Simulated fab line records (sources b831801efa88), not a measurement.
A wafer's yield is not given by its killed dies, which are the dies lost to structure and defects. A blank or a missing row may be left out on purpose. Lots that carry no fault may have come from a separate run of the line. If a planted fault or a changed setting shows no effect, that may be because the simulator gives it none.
The same fault as seen by 2 desks | flow gf180mcu | each desk has only its own numbers; what lay behind them comes last

## METROLOGY DESK
Lot by lot, what the gauges showed, no matter which tool ran the lot: averages of those sampled wafers that carry a number. Any lot whose mean is over 4 standard deviations away from the usual mean is out of limits and marked OUT; that distance is given in the brackets.
Columns: A = V3_BOW at GF_V3_BOW_MEAS_05, usual 118 um; B = cd-nm at GF_V3_CD_MEAS_14, usual 259.7 nm; C = V3_OVL at GF_V3_OVL_MEAS_15, usual 4 nm
lot  | first seen here | A   | B     | C
L753 | day 22 22:43    | 109 | 259.0 | 1
L761 | day 25 07:11    | 132 | 261.0 | 10
L764 | day 25 23:16    | 129 | 258.5 | -2
L766 | day 26 16:40    | 111 | 259.0 | 2
L770 | day 27 20:04    | 123 | 258.8 | -1
L773 | day 28 14:56    | 114 | 261.6 | 2
This desk's verdict: no lot among the 6 shows anything out of limits.

## DESK OF THE TOOL OWNER: rie-diel-01
The tool's own readings at GF_V3_ETCH_17 (etches SiO2 in C4F8/O2/Ar, stops on TiN, target depth 635 nm): means of the sampled wafers that have a number, for each lot that ran on this tool. Any lot whose mean is over 4 standard deviations away from the usual mean is out of limits and marked OUT; that distance is given in the brackets.
Columns: A = bias-w at GF_V3_ETCH_17, usual 1200 W; B = oes-product-au at GF_V3_ETCH_17, usual 0.855 a.u.
lot  | first seen here | A               | B
L761 | day 26 04:00    | 1235 (+8.9) OUT | 0.857
L764 | day 26 20:00    | 1233 (+8.4) OUT | 0.856
L773 | day 29 09:00    | 1203            | 0.856
Finding of this desk: L761, L764 out of limits; the first was L761 at day 26 04:00, on bias-w at GF_V3_ETCH_17. In limits: L773.

## TAKEN TOGETHER
At day 26 04:00, on L761, L764, the tool owner's desk was in a position to raise an alarm.
From the metrology desk's view, nothing was out of limits.
The metrology desk holds a record of L761, L764, inside its limits.
On rie-diel-01, each named lot ran GF_V3_ETCH_17.

## WHAT THE SIMULATOR PUT IN
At GF_V3_ETCH_17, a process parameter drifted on rie-diel-01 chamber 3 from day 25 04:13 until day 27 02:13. The setting bias-w was moved by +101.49, starting from 1200. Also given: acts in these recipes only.
Shown lots that were struck: L761, L764.
How many hours passed from the start of the fault until each desk's first out-of-limits reading: the tool owner's desk, 24.
